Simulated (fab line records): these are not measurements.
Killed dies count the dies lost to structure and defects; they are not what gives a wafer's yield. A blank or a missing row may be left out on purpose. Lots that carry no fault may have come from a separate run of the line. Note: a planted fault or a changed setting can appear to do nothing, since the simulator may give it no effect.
fab line records	flow sky130
record: lots: 6	wafers: 16	last-day: 50
route steps=708 shown NWELL@63 PWDE@84 VT_ADJUST_HVTP@85 VT_ADJUST_LVTN@97 LI_CONTACT@384 PAD_OPEN@708
lots that met no fault: taken from a fault-free run of the same line
start-h: the number of hours between the record's first day and the start of the first shown wafer of the lot	wait-h: how many hours have passed since the lot's step before this one	" repeats the value in the row above	L1.1+2: a single row standing in for several wafers	- no value, or no start given	* or withheld: withheld	< > ~ a bound
route shown NAME@n: NAME is a module with steps in the file, n the number in the route of the first one	usual: mean/standard deviation taken from wafers without a fault	same: alike in all rows	chamber/n: place in a boat	sites: per-site readings	_std_site: standard deviation of those values	_edge_site: inner sites' mean taken away from outer sites' mean	radius-mm: for every site, how far away it sits from the centre of the wafer	mask NAME#n: copy n	behind: tool/chamber where the wafer was last shaped	hold: reason for holding the lot/hours on hold/outcome of the hold	device: names the non-switching transistor (n, p or np)	end of line: the route-end tests of the same wafers	a step without rows: its recipe alone	killed: the dies lost at the first sort to structure and to defects; this is not the yield of the wafer	map: the dies of a wafer, with x for killed, . for not killed, _ for no die there
set.NAME: setting as actually run; set.NAME@STEP: the setting as run at that earlier step	model.NAME: the simulator's own value behind a step, which no gauge read
a table for each step, a row for each wafer; lots at some steps of the route
services: from which hour (start-h, from the record's first day; less than 0 if before it) a tool's chamber was out of use, for how many hours, and why
== steps ==
step: SKY_NWELL_OVL_MEAS_10
usual: NWELL_00_OVL: -1.2/1.3
lot.wafer	tool	chamber	start-h	wait-h	NWELL_00_OVL[nm]
L970.3	overlay-02	-	113.20	-	0.7
L970.4	"	-	"	"	0.6
L970.5	"	-	"	"	-0.6
L972.1	overlay-01	-	125.37	-	-1.5
L972.5	"	-	"	"	-0.6
L972.6	"	-	"	"	-1.7
L974.1	overlay-02	-	138.67	-	1.2
L974.2	"	-	"	"	0.2
L974.3	"	-	"	"	0.2
L976.1	overlay-02	-	161.77	-	-1.7
L976.5	"	-	"	"	-1.6
L976.6	"	-	"	"	-2.1
L986.2	overlay-02	-	206.71	-	0.4
L986.6	"	-	"	"	-0.1
L987.5	overlay-02	-	213.49	-	-3.0
L987.6	"	-	"	"	-2.2
step: SKY_NWELL_IMPLANT_11
recipe: species: P	energy-kev: 400	dose-cm2: 1.9e+13	tilt-deg: withheld
step: SKY_NWELL_IMPLANT_12
recipe: species: P	energy-kev: 120	dose-cm2: 1.3e+12	tilt-deg: withheld
step: SKY_NWELL_IMPLANT_13
recipe: species: P	energy-kev: 50	dose-cm2: 7e+11	tilt-deg: withheld
step: SKY_NWELL_STRIP_14
recipe: chemistry: O2/N2	power-w: 1400	pressure-mtorr: 1500	platen-temp-c: withheld	o2-flow-sccm: 3000	n2-flow-sccm: 300	overash-fraction: 0.5
usual: drypump-motor-current-A: 5.67/0.28	oes-product-au: 0.722/0.0043	strip-time-to-endpoint-s: 36.95/0.094
lot.wafer	tool	chamber	start-h	wait-h	drypump-motor-current-A	oes-product-au	rf-hours-counter-h	strip-time-to-endpoint-s
L970.3	plasma-asher-01	0	113.75	0.1	5.36	0.717	-	36.86
L970.4	"	1	"	"	5.83	0.722	-	36.91
L970.5	"	0	"	"	5.34	0.728	-	36.98
L972.1	plasma-asher-01	1	125.85	0.1	5.85	0.722	45	37.07
L972.5	"	0	"	"	5.34	0.725	-	37.03
L972.6	"	1	"	"	5.83	0.721	-	36.95
L974.1	plasma-asher-04	0	139.15	0.1	5.68	0.718	2	36.89
L974.2	"	1	"	"	5.85	0.731	2	37.01
L974.3	"	1	"	"	5.84	0.718	-	36.92
L976.1	plasma-asher-02	1	162.25	0.1	5.35	0.718	45	36.87
L976.5	"	0	"	"	6.05	0.717	-	37.03
L976.6	"	1	"	"	5.34	0.722	-	37.08
L986.2	plasma-asher-02	1	207.19	0.1	5.34	0.722	49	37.07
L986.6	"	1	"	"	5.34	0.725	-	36.98
L987.5	plasma-asher-04	0	214.02	0.1	5.70	0.719	-	36.80
L987.6	"	1	"	"	5.87	0.721	-	36.93
step: SKY_NWELL_TW_MEAS_15
usual: NWELL_TW: 1823/12
lot.wafer	tool	chamber	start-h	wait-h	NWELL_TW
L970.3	film-metro-03	-	113.83	0.1	1811
L970.4	"	-	"	"	1823
L970.5	"	-	"	"	1815
L972.1	film-metro-03	-	125.95	0.1	1833
L972.5	"	-	"	"	1829
L972.6	"	-	"	"	1831
L974.1	film-metro-01	-	139.25	0.1	1825
L974.2	"	-	"	"	1825
L974.3	"	-	"	"	1835
L976.1	film-metro-04	-	162.35	0.1	1804
L976.5	"	-	"	"	1808
L976.6	"	-	"	"	1798
L986.2	film-metro-03	-	207.30	0.1	1817
L986.6	"	-	"	"	1803
L987.5	film-metro-01	-	214.09	0.0	1842
L987.6	"	-	"	"	1839
step: SKY_NWELL_DEHYDRATE_16
recipe: temp-c: 200	time-s: 60
step: SKY_NWELL_HMDS_17
recipe: prime-time-s: 60	prime-temp-c: 120
step: SKY_NWELL_COAT_18
recipe: spin-rpm: 2000	resist-thk-nm: 3000
step: SKY_NWELL_SOFTBAKE_19
recipe: temp-c: 110	time-s: withheld
step: SKY_NWELL_EXPOSE_20
recipe: mask-id: NWM_COMPLEMENT	na: 0.6	source-shape: conventional	sigma-outer: 0.6	polarization: unpolarized	target-cd-nm: 840	dose-mj: 260
step: SKY_NWELL_PEB_21
recipe: temp-c: 115	time-s: withheld
step: SKY_NWELL_DEVELOP_22
recipe: wall-angle-deg: 90	developer: TMAH	develop-time-s: 60	dev-temp-c: 23
lot.wafer	tool	chamber	start-h	wait-h
L970.3+4+5	litho-track-02	0	132	-
L972.1+5+6	litho-track-03	0	144	-
L974.1+2+3	litho-track-01	0	158	-
L976.1+5+6	litho-track-03	0	182	-
L986.2+6	litho-track-01	0	227	-
L987.5+6	litho-track-01	0	235	-
step: SKY_NWELL_OVL_MEAS_23
usual: NWELL_01_OVL: -0.9/1.2
lot.wafer	tool	chamber	start-h	wait-h	NWELL_01_OVL[nm]
L970.3	overlay-01	-	132.23	-	-0.5
L970.4	"	-	"	"	1.0
L970.5	"	-	"	"	1.1
L972.1	overlay-01	-	144.44	-	-2.5
L972.5	"	-	"	"	-1.6
L972.6	"	-	"	"	-2.2
L974.1	overlay-01	-	159.01	-	-2.4
L974.2	"	-	"	"	-0.1
L974.3	"	-	"	"	-0.5
L976.1	overlay-02	-	182.39	-	-0.4
L976.5	"	-	"	"	2.1
L976.6	"	-	"	"	-0.5
L986.2	overlay-02	-	227.81	-	-0.9
L986.6	"	-	"	"	-0.7
L987.5	overlay-01	-	235.83	-	-0.1
L987.6	"	-	"	"	-1.7
step: SKY_NWELL_IMPLANT_24
recipe: species: B	energy-kev: 140	dose-cm2: 9.2e+12	tilt-deg: withheld
step: SKY_NWELL_STRIP_25
recipe: chemistry: O2/N2	power-w: 1400	pressure-mtorr: 1500	platen-temp-c: withheld	o2-flow-sccm: 3000	n2-flow-sccm: 300	overash-fraction: 0.5
usual: drypump-motor-current-A: 5.69/0.29	oes-product-au: 0.723/0.0047	strip-time-to-endpoint-s: 36.94/0.084
lot.wafer	tool	chamber	start-h	wait-h	drypump-motor-current-A	oes-product-au	rf-hours-counter-h	strip-time-to-endpoint-s
L970.3	plasma-asher-04	0	132.44	0.1	5.70	0.719	-	37.04
L970.4	"	1	"	"	5.86	0.724	-	37.01
L970.5	"	0	"	"	5.70	0.720	-	37.12
L972.1	plasma-asher-04	1	144.63	0.1	5.84	0.719	3	36.85
L972.5	"	0	"	"	5.69	0.726	-	36.97
L972.6	"	1	"	"	5.85	0.730	-	36.87
L974.1	plasma-asher-02	0	159.19	0.1	6.03	0.729	44	36.93
L974.2	"	1	"	"	5.35	0.715	44	36.93
L974.3	"	1	"	"	5.36	0.716	-	36.89
L976.1	plasma-asher-02	1	182.58	0.1	5.35	0.716	47	36.75
L976.5	"	1	"	"	5.35	0.719	-	36.80
L976.6	"	0	"	"	6.09	0.722	-	36.78
L986.2	plasma-asher-02	0	227.99	0.1	6.08	0.722	52	36.85
L986.6	"	0	"	"	6.05	0.723	-	37.02
L987.5	plasma-asher-02	0	236.06	0.1	6.04	0.718	-	36.95
L987.6	"	1	"	"	5.35	0.722	-	36.96
step: SKY_NWELL_TW_MEAS_26
usual: NWELL_2_TW: 496/3
lot.wafer	tool	chamber	start-h	wait-h	NWELL_2_TW
L970.3	film-metro-04	-	132.52	0.1	494
L970.4	"	-	"	"	493
L970.5	"	-	"	"	491
L972.1	film-metro-01	-	144.73	0.1	501
L972.5	"	-	"	"	500
L972.6	"	-	"	"	498
L974.1	film-metro-04	-	159.29	0.1	491
L974.2	"	-	"	"	495
L974.3	"	-	"	"	494
L976.1	film-metro-04	-	182.68	0.1	496
L976.5	"	-	"	"	494
L976.6	"	-	"	"	496
L986.2	film-metro-04	-	228.10	0.1	496
L986.6	"	-	"	"	493
L987.5	film-metro-03	-	236.13	0.0	497
L987.6	"	-	"	"	495
step: SKY_NWELL_CLEAN_27
recipe: chemistry: SC1/SC2	mix: 1:4:20	temp-c: 70	time-s: 150	dry: n2-spin
step: SKY_NWELL_RTA_28
recipe: temp-c: 1050	time-s: 30	idle-temp-c: 650	ramp-up-c-per-s: 150	ramp-down-c-per-s: 90	ambient: N2
usual: lamp-power-pct: 25.30/0.06	wafer_temp_C_max: 1054.8/0.88
lot.wafer	tool	chamber	start-h	wait-h	lamp-power-pct	wafer_temp_C_max
L970.3	rtp-anneal-01	0	132.65	0.0	25.32	1053.2
L970.4	"	0	"	"	25.45	1054.1
L970.5	"	0	"	"	25.39	1053.6
L972.1	rtp-anneal-01	0	144.84	0.0	25.32	1054.5
L972.5	"	0	"	"	25.36	1054.6
L972.6	"	0	"	"	25.31	1055.3
L974.1	rtp-anneal-01	0	159.40	0.0	25.35	1054.8
L974.2	"	0	"	"	25.31	1053.6
L974.3	"	0	"	"	25.33	1056.4
L976.1	rtp-anneal-02	0	182.79	0.0	25.34	1056.1
L976.5	"	0	"	"	25.27	1055.5
L976.6	"	0	"	"	25.30	1053.4
L986.2	rtp-anneal-02	0	228.22	0.0	25.39	1054.5
L986.6	"	0	"	"	25.32	1054.8
L987.5	rtp-anneal-02	0	236.27	0.1	25.32	1054.5
L987.6	"	0	"	"	25.25	1055.4
step: SKY_NWELL_RS_MEAS_29
recipe: thk-meas-gauge: four-point-probe
usual: NWELL_RS: 625.3/1.9
lot.wafer	tool	chamber	start-h	wait-h	NWELL_RS[ohm/sq]
L970.3	film-metro-03	-	132.75	0.1	625.2
L970.4	"	-	"	"	625.1
L970.5	"	-	"	"	626.1
L972.1	film-metro-04	-	144.94	0.1	622.5
L972.5	"	-	"	"	623.6
L972.6	"	-	"	"	624.3
L974.1	film-metro-01	-	159.50	0.1	621.8
L974.2	"	-	"	"	625.8
L974.3	"	-	"	"	623.7
L976.1	film-metro-04	-	182.89	0.1	626.7
L976.5	"	-	"	"	626.7
L976.6	"	-	"	"	625.3
L986.2	film-metro-01	-	228.32	0.1	624.1
L986.6	"	-	"	"	624.3
L987.5	film-metro-01	-	236.39	0.1	619.8
L987.6	"	-	"	"	623.0
step: SKY_NWELL_RS_MEAS_31
recipe: thk-meas-gauge: four-point-probe
usual: PWDE_RS: 5279/16
lot.wafer	tool	chamber	start-h	wait-h	PWDE_RS[ohm/sq]
L970.3	film-metro-03	-	132.99	0.1	5278
L970.4	"	-	"	"	5268
L970.5	"	-	"	"	5278
L972.1	film-metro-04	-	145.18	0.1	5266
L972.5	"	-	"	"	5276
L972.6	"	-	"	"	5260
L974.1	film-metro-01	-	159.74	0.1	5287
L974.2	"	-	"	"	5294
L974.3	"	-	"	"	5286
L976.1	film-metro-04	-	183.13	0.1	5292
L976.5	"	-	"	"	5268
L976.6	"	-	"	"	5285
L986.2	film-metro-01	-	228.56	0.1	5277
L986.6	"	-	"	"	5300
L987.5	film-metro-01	-	236.63	0.1	5257
L987.6	"	-	"	"	5258
step: SKY_VT_ADJUST_HVTP_DEHYDRATE_00
recipe: temp-c: 200	time-s: 60
step: SKY_VT_ADJUST_HVTP_HMDS_01
recipe: prime-time-s: 60	prime-temp-c: 120
step: SKY_VT_ADJUST_HVTP_COAT_02
recipe: resist: NOVOLAK	spin-rpm: 3000	resist-thk-nm: 1140
step: SKY_VT_ADJUST_HVTP_SOFTBAKE_03
recipe: temp-c: 90	time-s: 60	resist: NOVOLAK
step: SKY_VT_ADJUST_HVTP_EXPOSE_04
recipe: mask-id: HVTPM	na: 0.6	source-shape: conventional	sigma-outer: 0.6	polarization: unpolarized	target-cd-nm: 380	dose-mj: 140
step: SKY_VT_ADJUST_HVTP_PEB_05
recipe: temp-c: withheld	time-s: *	resist: NOVOLAK
step: SKY_VT_ADJUST_HVTP_DEVELOP_06
recipe: resist: NOVOLAK	developer: TMAH	develop-time-s: 60	dev-temp-c: 23
step: SKY_VT_ADJUST_HVTP_CD_MEAS_07
recipe: target-cd-nm: 380
usual: cd-nm: 379.7/2.3
lot.wafer	tool	chamber	start-h	wait-h	cd-nm
L970.3	cd-sem-02	-	152.61	0.1	382.9
L970.4	"	-	"	"	379.5
L970.5	"	-	"	"	383.8
L972.1	cd-sem-01	-	164.58	0.1	377.8
L972.5	"	-	"	"	377.1
L972.6	"	-	"	"	376.6
L974.1	cd-sem-01	-	180.14	0.1	379.3
L974.2	"	-	"	"	376.9
L974.3	"	-	"	"	379.8
L976.1	cd-sem-02	-	204.19	0.1	376.1
L976.5	"	-	"	"	377.7
L976.6	"	-	"	"	379.6
L986.2	cd-sem-02	-	252.19	0.1	381.7
L986.6	"	-	"	"	378.1
L987.5	cd-sem-02	-	259.77	0.1	381.7
L987.6	"	-	"	"	384.6
step: SKY_VT_ADJUST_HVTP_OVL_MEAS_08
usual: VT_ADJUST_HVTP_OVL: -1.5/1.4
lot.wafer	tool	chamber	start-h	wait-h	VT_ADJUST_HVTP_OVL[nm]
L970.3	overlay-02	-	152.70	0.1	-0.6
L970.4	"	-	"	"	0.6
L970.5	"	-	"	"	0.8
L972.1	overlay-01	-	164.70	0.1	0.2
L972.5	"	-	"	"	-3.9
L972.6	"	-	"	"	-1.4
L974.1	overlay-01	-	180.26	0.1	-2.1
L974.2	"	-	"	"	-2.3
L974.3	"	-	"	"	-3.6
L976.1	overlay-02	-	204.31	0.1	-2.4
L976.5	"	-	"	"	-1.5
L976.6	"	-	"	"	-1.7
L986.2	overlay-02	-	252.29	0.1	-3.3
L986.6	"	-	"	"	-2.8
L987.5	overlay-02	-	259.83	0.0	-3.1
L987.6	"	-	"	"	-2.7
step: SKY_VT_ADJUST_HVTP_IMPLANT_09
recipe: species: As	energy-kev: 150	dose-cm2: 4.3e+12	tilt-deg: withheld
step: SKY_VT_ADJUST_HVTP_STRIP_10
recipe: chemistry: O2/N2	power-w: 1400	pressure-mtorr: 1500	platen-temp-c: withheld	o2-flow-sccm: 3000	n2-flow-sccm: 300	overash-fraction: 0.5
usual: drypump-motor-current-A: 5.55/0.26	oes-product-au: 0.716/0.0046	strip-time-to-endpoint-s: 14.19/0.043
lot.wafer	tool	chamber	start-h	wait-h	drypump-motor-current-A	oes-product-au	rf-hours-counter-h	strip-time-to-endpoint-s
L970.3	plasma-asher-03	1	152.91	0.1	5.19	0.714	-	14.23
L970.4	"	0	"	"	5.43	0.719	-	14.23
L970.5	"	0	"	"	5.39	0.715	-	14.18
L972.1	plasma-asher-03	0	164.88	0.1	5.41	0.704	36	14.16
L972.5	"	0	"	"	5.38	0.724	-	14.12
L972.6	"	1	"	"	5.21	0.712	-	14.20
L974.1	plasma-asher-03	1	180.45	0.1	5.18	0.723	37	14.15
L974.2	"	0	"	"	5.37	0.714	37	14.18
L974.3	"	1	"	"	5.16	0.702	-	14.25
L976.1	plasma-asher-04	0	204.50	0.1	5.69	0.718	9	14.22
L976.5	"	1	"	"	5.85	0.713	-	14.21
L976.6	"	0	"	"	5.69	0.720	-	14.20
L986.2	plasma-asher-01	1	252.47	0.1	5.82	0.714	57	14.26
L986.6	"	1	"	"	5.83	0.718	-	14.25
L987.5	plasma-asher-04	0	260.06	0.1	5.71	0.716	-	14.12
L987.6	"	1	"	"	5.85	0.714	-	14.10
step: SKY_VT_ADJUST_HVTP_TW_MEAS_11
usual: VT_ADJUST_HVTP_TW: 1350/6.2
lot.wafer	tool	chamber	start-h	wait-h	VT_ADJUST_HVTP_TW
L970.3	film-metro-04	-	152.99	0.1	1339
L970.4	"	-	"	"	1340
L970.5	"	-	"	"	1336
L972.1	film-metro-04	-	164.98	0.1	1348
L972.5	"	-	"	"	1356
L972.6	"	-	"	"	1342
L974.1	film-metro-02	-	180.55	0.1	1341
L974.2	"	-	"	"	1341
L974.3	"	-	"	"	1342
L976.1	film-metro-02	-	204.60	0.1	1341
L976.5	"	-	"	"	1343
L976.6	"	-	"	"	1344
L986.2	film-metro-02	-	252.58	0.1	1346
L986.6	"	-	"	"	1346
L987.5	film-metro-02	-	260.14	0.0	1345
L987.6	"	-	"	"	1346
step: SKY_VT_ADJUST_LVTN_DEHYDRATE_00
recipe: temp-c: 200	time-s: 60
step: SKY_VT_ADJUST_LVTN_HMDS_01
recipe: prime-time-s: 60	prime-temp-c: 120
step: SKY_VT_ADJUST_LVTN_COAT_02
recipe: spin-rpm: 2000	resist-thk-nm: 3000
step: SKY_VT_ADJUST_LVTN_SOFTBAKE_03
recipe: temp-c: 110	time-s: withheld
step: SKY_VT_ADJUST_LVTN_EXPOSE_04
recipe: mask-id: NWM_COMPLEMENT_LESS_NATIVE	na: 0.6	source-shape: conventional	sigma-outer: 0.6	polarization: unpolarized	target-cd-nm: 840	dose-mj: 194
step: SKY_VT_ADJUST_LVTN_PEB_05
recipe: temp-c: 115	time-s: withheld
step: SKY_VT_ADJUST_LVTN_DEVELOP_06
recipe: wall-angle-deg: 90	developer: TMAH	develop-time-s: 60	dev-temp-c: 23
step: SKY_VT_ADJUST_LVTN_OVL_MEAS_07
usual: VT_ADJUST_LVTN_OVL: 0.7/1.3
lot.wafer	tool	chamber	start-h	wait-h	VT_ADJUST_LVTN_OVL[nm]
L970.3	overlay-02	-	172.78	-	0.4
L970.4	"	-	"	"	1.8
L970.5	"	-	"	"	1.5
L972.1	overlay-02	-	184.78	-	0.9
L972.5	"	-	"	"	-0.1
L972.6	"	-	"	"	-0.2
L974.1	overlay-01	-	201.06	-	-2.0
L974.2	"	-	"	"	1.1
L974.3	"	-	"	"	1.6
L976.1	overlay-01	-	225.31	-	2.8
L976.5	"	-	"	"	0.0
L976.6	"	-	"	"	1.5
L986.2	overlay-01	-	275.62	-	2.2
L986.6	"	-	"	"	2.6
L987.5	overlay-01	-	283.63	-	-1.2
L987.6	"	-	"	"	-1.0
step: SKY_LI_CONTACT_RS_MEAS_22
recipe: thk-meas-gauge: four-point-probe	reads: W_of_LI_CONTACT_CVD_21+TiN_of_LI_CONTACT_SPUTTER_20+Ti_of_LI_CONTACT_SPUTTER_19
usual: LI_CONTACT_W_RS: 0.2846/0.0028
lot.wafer	tool	chamber	start-h	wait-h	hold	LI_CONTACT_W_RS[ohm/sq]
L970.3	film-metro-03	-	720.92	0.1	-	0.2834
L970.4	"	-	"	"	-	0.2824
L970.5	"	-	"	"	-	0.2833
L972.1	film-metro-04	-	737.11	0.1	-	0.2811
L972.5	"	-	"	"	-	0.2852
L972.6	"	-	"	"	-	0.2799
L974.1	film-metro-03	-	750.56	0.1	-	0.2855
L974.2	"	-	"	"	-	0.2880
L974.3	"	-	"	"	-	0.2843
L976.1	film-metro-03	-	780.88	0.1	-	0.2882
L976.5	"	-	"	"	-	0.2847
L976.6	"	-	"	"	-	0.2862
L986.2	film-metro-04	-	841.38	0.1	await-dispo/0.2h/release	0.2858
L986.6	"	-	"	"	await-dispo/0.2h/release	0.2871
L986.2	film-metro-04	-	841.66	0.3	-	0.2859
L986.6	"	-	"	"	-	0.2866
L987.5	film-metro-02	-	843.59	0.1	await-dispo/0.2h/release	0.2833
L987.6	"	-	"	"	await-dispo/0.2h/release	0.2851
L987.5	film-metro-02	-	843.87	0.3	-	0.2835
L987.6	"	-	"	"	-	0.2845
step: SKY_LI_CONTACT_THK_MEAS_23
recipe: thk-meas-gauge: xrf	reads: W_of_LI_CONTACT_CVD_21
usual: LI_CONTACT_W_THK: 403/5.8
lot.wafer	tool	chamber	start-h	wait-h	hold	LI_CONTACT_W_THK[nm]
L970.3	film-metro-03	-	721.02	0.1	-	405
L970.4	"	-	"	"	-	410
L970.5	"	-	"	"	-	411
L972.1	film-metro-04	-	737.23	0.1	-	413
L972.5	"	-	"	"	-	412
L972.6	"	-	"	"	-	419
L974.1	film-metro-03	-	750.68	0.1	-	408
L974.2	"	-	"	"	-	403
L974.3	"	-	"	"	-	405
L976.1	film-metro-03	-	781.00	0.1	-	397
L976.5	"	-	"	"	-	406
L976.6	"	-	"	"	-	404
L986.2	film-metro-04	-	845.86	4.2	await-dispo/0.2h/release	404
L986.6	"	-	"	"	await-dispo/0.2h/release	404
L986.2	film-metro-04	-	846.19	0.3	-	404
L986.6	"	-	"	"	-	406
L987.5	film-metro-02	-	848.25	4.4	await-dispo/0.2h/release	400
L987.6	"	-	"	"	await-dispo/0.2h/release	396
L987.5	film-metro-02	-	848.59	0.3	-	399
L987.6	"	-	"	"	-	397
step: SKY_PAD_OPEN_PROBE_99
usual: killed_at_M0_to_M3: 44/6.9	killed_at_M4_up: 3.3/2.1	killed-at-contacts: 24/4.8	killed-at-front-end: 15/4.4	killed-at-other: 0.2/0.48	killed-dies: 87/9.5	killed-open: 48/6.5	killed-short: 39/6.3
same: gross-dies: 492	killed-at-back-side: 0
lot.wafer	tool	chamber	start-h	wait-h	killed_at_M0_to_M3	killed_at_M4_up	killed-at-contacts	killed-at-front-end	killed-at-other	killed-dies	killed-open	killed-short	model.etest.pfet_16v.r-on-ohm-um	model.etest.nfet_16v.r-on-ohm-um	model.etest.res-iso-pwell.width-nm	model.etest.res-nwell.line-ohm-um	model.etest.res-nwell.width-nm	model.etest.pfet_16v.drive-ua-um
L970.3	prober-01	-	1106.67	0.2	41	4	24	16	0	85	45	40	1.496e+04	1.419e+04	2661	1112	830.9	245.6
L970.4	prober-01	-	1106.72	0.2	48	0	31	14	0	93	51	42	1.511e+04	1.425e+04	2658	1115	835.6	243.2
L970.5	prober-01	-	1106.77	0.2	48	7	22	28	0	105	53	50	1.516e+04	1.419e+04	2654	1134	834.4	244.2
L972.1	prober-01	-	1118.22	0.1	46	1	28	12	0	87	54	33	1.505e+04	1.371e+04	2665	1194	832.5	246.6
L972.5	prober-01	-	1118.42	0.2	34	5	25	16	0	80	53	26	1.49e+04	1.369e+04	2664	1172	828	247.6
L972.6	prober-01	-	1118.47	0.2	46	6	27	7	1	87	50	36	1.485e+04	1.368e+04	2658	1171	832.8	251.1
L974.1	prober-01	-	1127.82	0.1	43	1	27	11	0	82	48	34	1.5e+04	1.419e+04	2642	1076	840.6	253.5
L974.2	prober-01	-	1127.87	0.1	44	1	23	21	0	89	53	36	1.514e+04	1.42e+04	2643	1085	835.8	253.6
L974.3	prober-01	-	1127.92	0.2	46	5	30	15	0	96	46	50	1.513e+04	1.43e+04	2630	1066	841.7	253
L976.1	prober-01	-	1152.15	0.1	55	5	28	16	1	105	64	41	1.515e+04	1.383e+04	2684	1201	824.1	243.2
L976.5	prober-01	-	1152.35	0.2	46	7	27	14	0	94	60	34	1.504e+04	1.393e+04	2671	1210	821.7	242.4
L976.6	prober-01	-	1152.40	0.2	57	1	25	11	0	94	57	37	1.499e+04	1.381e+04	2660	1213	818.3	245.9
L986.2	prober-01	-	1189.11	0.1	53	2	26	12	0	93	60	33	1.567e+04	1.416e+04	2657	1199	837.8	241.3
L986.6	prober-01	-	1189.31	0.2	35	2	32	18	0	87	53	33	1.697e+04	1.341e+04	2493	1133	898.2	215.7
L987.5	prober-02	-	1191.45	0.2	52	3	20	15	1	91	45	46	1.641e+04	1.332e+04	2493	1032	897	221.2
L987.6	prober-02	-	1191.50	0.2	54	2	21	11	0	88	52	36	1.641e+04	1.34e+04	2485	1059	903.1	221.2
killed by level:class
L970.3 VIA1:geometric-particle:open=14 CONTACT:geometric-particle:open=9 LI_CONTACT:geometric-particle:open=6 POLY_GATE:geometric-particle:short=5 VIA1:geometric-particle:short=5 VIA2:geometric-particle:open=5 VIA3:geometric-particle:open=5 LOCAL_INTERCONNECT:geometric-particle:short=4
L970.4 CONTACT:geometric-particle:open=13 VIA1:geometric-particle:open=12 METAL2:geometric-particle:short=9 LOCAL_INTERCONNECT:geometric-particle:short=8 VIA1:geometric-particle:short=7 VIA3:geometric-particle:open=6 POLY_GATE:geometric-particle:open=5 VIA2:geometric-particle:open=5
L970.5 VIA3:geometric-particle:open=11 CONTACT:geometric-particle:open=8 FIELD_ISO:geometric-particle:open=7 FIELD_ISO:geometric-particle:short=6 POLY_GATE:geometric-particle:short=6 VIA3:geometric-particle:short=6 POLY_GATE:geometric-particle:open=5 LI_CONTACT:geometric-particle:open=5
L972.1 METAL2:geometric-particle:short=10 VIA3:geometric-particle:open=10 LI_CONTACT:geometric-particle:open=10 CONTACT:geometric-particle:open=10 VIA1:geometric-particle:open=10 METAL1:geometric-particle:short=6 VIA2:geometric-particle:open=5 FIELD_ISO:geometric-particle:short=3
L972.5 CONTACT:geometric-particle:open=12 VIA3:geometric-particle:open=9 LI_CONTACT:geometric-particle:open=7 VIA1:geometric-particle:open=6 FIELD_ISO:geometric-particle:short=4 METAL1:geometric-particle:short=4 FIELD_ISO:geometric-particle:open=3 CONTACT:geometric-particle:short=3
L972.6 CONTACT:geometric-particle:open=12 VIA1:geometric-particle:open=9 VIA3:geometric-particle:open=8 VIA3:geometric-particle:short=7 VIA2:geometric-particle:open=7 LI_CONTACT:geometric-particle:open=6 CONTACT:geometric-particle:short=6 LOCAL_INTERCONNECT:geometric-particle:short=3
L974.1 LI_CONTACT:geometric-particle:open=9 VIA1:geometric-particle:open=8 VIA2:geometric-particle:open=8 VIA3:geometric-particle:open=7 CONTACT:geometric-particle:short=6 CONTACT:geometric-particle:open=6 VIA1:geometric-particle:short=6 LOCAL_INTERCONNECT:geometric-particle:short=4
L974.2 VIA1:geometric-particle:open=11 FIELD_ISO:geometric-particle:open=9 LI_CONTACT:geometric-particle:open=7 VIA3:geometric-particle:short=7 VIA2:geometric-particle:open=6 CONTACT:geometric-particle:open=6 CONTACT:geometric-particle:short=5 POLY_GATE:geometric-particle:open=4
L974.3 VIA1:geometric-particle:open=11 LI_CONTACT:geometric-particle:open=7 CONTACT:geometric-particle:short=7 METAL2:geometric-particle:short=7 VIA2:geometric-particle:open=7 FIELD_ISO:geometric-particle:short=6 VIA3:geometric-particle:short=5 CONTACT:geometric-particle:open=5
L976.1 LI_CONTACT:geometric-particle:open=12 VIA2:geometric-particle:open=12 CONTACT:geometric-particle:open=10 METAL2:geometric-particle:short=8 VIA1:geometric-particle:short=7 VIA1:geometric-particle:open=7 VIA3:geometric-particle:open=7 FIELD_ISO:geometric-particle:open=6
L976.5 VIA1:geometric-particle:open=18 VIA3:geometric-particle:open=9 CONTACT:geometric-particle:open=8 LI_CONTACT:geometric-particle:open=7 VIA2:geometric-particle:open=7 FIELD_ISO:geometric-particle:open=6 CONTACT:geometric-particle:short=6 FIELD_ISO:geometric-particle:short=5
L976.6 VIA1:geometric-particle:open=11 VIA2:geometric-particle:open=10 VIA3:geometric-particle:open=10 CONTACT:geometric-particle:open=9 LI_CONTACT:geometric-particle:open=8 METAL3:geometric-particle:short=6 LOCAL_INTERCONNECT:geometric-particle:short=5 POLY_GATE:geometric-particle:open=4
L986.2 VIA1:geometric-particle:open=21 CONTACT:geometric-particle:open=9 VIA3:geometric-particle:open=7 LI_CONTACT:geometric-particle:open=6 CONTACT:geometric-particle:short=6 POLY_GATE:geometric-particle:open=5 VIA1:geometric-particle:short=5 VIA2:geometric-particle:open=5
L986.6 LI_CONTACT:geometric-particle:open=13 CONTACT:geometric-particle:open=9 VIA1:geometric-particle:open=8 POLY_GATE:geometric-particle:open=7 VIA1:geometric-particle:short=5 VIA2:geometric-particle:open=5 LOCAL_INTERCONNECT:geometric-particle:short=4 VIA3:geometric-particle:open=4
L987.5 VIA1:geometric-particle:open=8 METAL1:geometric-particle:short=8 METAL2:geometric-particle:short=8 LI_CONTACT:geometric-particle:open=7 FIELD_ISO:geometric-particle:short=5 FIELD_ISO:geometric-particle:open=5 VIA2:geometric-particle:open=5 VIA2:geometric-particle:short=5
L987.6 VIA1:geometric-particle:open=11 VIA3:geometric-particle:open=8 LI_CONTACT:geometric-particle:open=7 VIA2:geometric-particle:open=7 CONTACT:geometric-particle:open=7 METAL1:geometric-particle:short=5 VIA1:geometric-particle:short=5 FIELD_ISO:geometric-particle:open=4
== services ==
tool	chamber	start-h	hours	kind
plasma-asher-04	-	108.75	9.0	pm
plasma-asher-04	0	108.75	9.0	vent-cycle
plasma-asher-04	1	108.75	9.0	vent-cycle
plasma-asher-02	-	109.30	1.4	repair
plasma-asher-03	-	116.08	3.6	repair
plasma-asher-04	0	117.75	-	clean
plasma-asher-04	1	117.75	-	clean
plasma-asher-03	-	135.07	4.3	repair
plasma-asher-02	-	155.98	1.5	repair
plasma-asher-03	-	190.02	7.8	repair
plasma-asher-03	-	198.12	1.5	repair
plasma-asher-01	-	204.45	7.6	repair
plasma-asher-03	-	208.38	2.8	pm
plasma-asher-03	-	211.58	2.3	repair
plasma-asher-03	-	217.37	2.9	repair
plasma-asher-04	-	241.08	2.8	pm
plasma-asher-04	-	244.00	10.5	repair
== key ==
first-sign none at tools or gauges
model-effect: step: SKY_PAD_OPEN_PROBE_99	value: etest.pfet_16v.r-on-ohm-um	without: 1.537e+04	struck: 1.66e+04
met-at SKY_NWELL_DEVELOP_22
struck-wafers L986.6,L987.5,L987.6
tester-left-out L986,L987
onset-between 158 227
fault: kind: process-parameter-drift	tool: litho-track-01	chamber: -	onset-h: 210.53	steps: SKY_NWELL_DEVELOP_22	channel: develop-time-s	offset: *	shape: step	end-h: 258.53	scope: struck-wafers-only	acts-in: *	stated: *
tester-left-out: of these lots the tester's yield and bins aren't shown, on N5 and GAA mostly nor the transistor test; their killed dies are dies lost to structure and defects alone, not to doping, threshold or leakage, so they don't give the yield
